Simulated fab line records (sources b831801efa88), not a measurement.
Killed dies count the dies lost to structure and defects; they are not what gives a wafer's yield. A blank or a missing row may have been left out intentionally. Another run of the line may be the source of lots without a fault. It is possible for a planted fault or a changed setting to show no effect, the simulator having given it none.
A single fault, viewed from 2 desks + flow gf180mcu + each desk has only its own numbers; what lay behind them comes last

== AT THE METROLOGY DESK ==
Lot by lot, what the gauges showed, no matter which tool ran the lot: averages of those sampled wafers that carry a number. If a lot's mean is further than 4 standard deviations from the usual mean, the lot is out of limits and carries the mark OUT (the distance appears in the brackets).
Columns: A = cd nm at GF_M2_CD_MEAS_14, usual 279.5 nm
| lot  | first seen here | A     |
|------|-----------------|-------|
| L391 | day 19 14:56    | 281.9 |
| L392 | day 20 01:57    | 279.3 |
| L393 | day 20 09:38    | 280.2 |
| L395 | day 21 05:05    | 277.4 |
| L402 | day 23 16:41    | 279.5 |
| L403 | day 23 23:24    | 278.3 |
| L404 | day 24 05:37    | 277.9 |
| L405 | day 24 14:56    | 280.4 |
| L407 | day 25 08:11    | 280.7 |
| L408 | day 25 15:29    | 280.0 |
| L409 | day 26 00:03    | 281.1 |
| L411 | day 26 14:23    | 281.1 |
| L413 | day 27 01:05    | 279.1 |
This desk's finding: nothing out of limits on any of the 13 lots.

== TOOL OWNER'S DESK, cmp-02 ==
The tool's own readings at GF_V2_CMP_26 (polishes, stops on SiO2, t overpolish 15 s, target thk 0 nm): means of the sampled wafers that have a number, for each lot that ran on this tool. If a lot's mean is further than 4 standard deviations from the usual mean, the lot is out of limits and carries the mark OUT (the distance appears in the brackets).
Columns: A = edge zone pressure frac at GF_V2_CMP_26, usual 0.999; B = motor current A at GF_V2_CMP_26, usual 10.5 A; C = overpolish run s at GF_V2_CMP_26, usual 15.000 s; D = retaining ring pressure frac at GF_V2_CMP_26, usual 1.001; E = slurry flow ml min at GF_V2_CMP_26, usual 149.9; F = time to endpoint s at GF_V2_CMP_26, usual 83.1 s
| lot  | first seen here | A     | B    | C      | D     | E     | F              |
|------|-----------------|-------|------|--------|-------|-------|----------------|
| L391 | day 20 17:50    | 1.001 | 10.2 | 14.998 | 0.996 | 150.2 | 83.2           |
| L393 | day 21 12:25    | 0.997 | 9.8  | 15.002 | 0.993 | 149.9 | 46.8 (-14) OUT |
| L395 | day 22 07:44    | 0.998 | 10.5 | 15.009 | 1.002 | 149.6 | 46.1 (-14) OUT |
| L403 | day 25 00:03    | 1.001 | 10.2 | 15.003 | 1.001 | 149.7 | 84.0           |
| L404 | day 25 05:48    | 1.001 | 10.1 | 14.995 | 1.002 | 150.1 | 86.1           |
| L405 | day 25 14:59    | 0.999 | 10.2 | 14.996 | 0.996 | 149.9 | 81.6           |
| L407 | day 26 08:02    | 0.996 | 10.0 | 14.994 | 1.004 | 149.8 | 83.7           |
| L408 | day 26 14:46    | 0.999 | 10.4 | 15.002 | 1.005 | 150.0 | 82.2           |
This desk finds L393, L395 out of limits, L393 being first, at day 21 12:25 (time to endpoint s at GF_V2_CMP_26). L391, L403, L404, L405, L407, L408: within limits.

== PUT TOGETHER ==
At day 21 12:25, on L393, L395, the tool owner's desk was in a position to raise an alarm.
Nothing out of limits was seen by the metrology desk.
The metrology desk has L393, L395 on record, within its limits.
Of the lots named, all ran GF_V2_CMP_26 on cmp-02.

== WHAT THE SIMULATOR HAD PUT IN ==
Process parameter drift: cmp-02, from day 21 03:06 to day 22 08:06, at GF_V2_CMP_26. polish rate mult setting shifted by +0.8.
Struck lots among those shown: L393, L395.
Each desk's first reading out of limits, in hours after the fault started: the tool owner's desk, 9.
